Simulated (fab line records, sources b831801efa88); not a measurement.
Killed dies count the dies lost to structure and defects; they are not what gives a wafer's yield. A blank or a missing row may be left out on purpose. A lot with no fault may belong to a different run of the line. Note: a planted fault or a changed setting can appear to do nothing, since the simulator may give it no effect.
Which tool did it? + flow gf180mcu + route of 602 steps, sampled at 1 step: 14 lots, 42 wafers

## WHAT THE GAUGES READ, wafer by wafer
GF_V1_RS_MEAS_24: uses a four-point probe to measure.
| lot  | measured     | on            | V1_W_RS (ohm/sq)  |
|------|--------------|---------------|-------------------|
| L393 | day 18 15:31 | film-metro-04 | 0.324 0.325 0.326 |
| L394 | day 18 21:44 | film-metro-04 | 0.328 0.331 0.318 |
| L396 | day 19 19:17 | film-metro-03 | 0.320 0.317 0.320 |
| L398 | day 20 14:58 | film-metro-01 | 0.329 0.327 0.329 |
| L400 | day 21 06:01 | film-metro-04 | 0.323 0.323 0.333 |
| L401 | day 21 12:10 | film-metro-01 | 0.329 0.325 0.327 |
| L406 | day 23 06:32 | film-metro-03 | 0.333 0.326 0.319 |
| L407 | day 23 15:02 | film-metro-04 | 0.330 0.326 0.329 |
| L408 | day 24 00:49 | film-metro-03 | 0.324 0.323 0.324 |
| L411 | day 24 22:54 | film-metro-04 | 0.314 0.326 0.328 |
| L412 | day 25 08:02 | film-metro-03 | 0.327 0.329 0.326 |
| L413 | day 25 20:16 | film-metro-03 | 0.323 0.323 0.320 |
| L414 | day 25 22:02 | film-metro-03 | 0.321 0.327 0.323 |
| L415 | day 26 04:53 | film-metro-01 | 0.324 0.316 0.316 |

## WHAT TOOL EACH LOT RAN ON (gives the tool, then ch and the chambers of the sampled wafers, and finally the start)
No process step before these readings appears in the record.

## AS READ BY THE TOOLS THEMSELVES (means over the sampled wafers that have a number; for cases with no such wafer, the mark the record gives instead)
The record holds no such reading with a usual standard deviation.

## THE ANSWER, worked out from the rows above alone
Rule: the usual values come from the lots themselves. The widest of any qualifying gaps counts: lots, ordered by their means at a reading, are off when they make up no more than a third of the lots, leave a main group of 4 or more, and stand apart from it by 3 or more times the standard deviation of that group's means. Not used: any main group whose means are identical at the precision the tables above print for the reading. Also off: a lot with no number at a reading for which 4 or more lots have one. Where the step has rows for the other lots, those lots are counted as sound. After the gauges, taken in route order, come the tools' own readings; for these a lot's mean is taken, as printed above. At the first step where some lot is off, the reading lying furthest off is the one used; lots without a number count as furthest.
Across all readings shown, no lot is off: no conclusion can be drawn from this.

## WHAT HAD BEEN PUT IN BY THE SIMULATOR
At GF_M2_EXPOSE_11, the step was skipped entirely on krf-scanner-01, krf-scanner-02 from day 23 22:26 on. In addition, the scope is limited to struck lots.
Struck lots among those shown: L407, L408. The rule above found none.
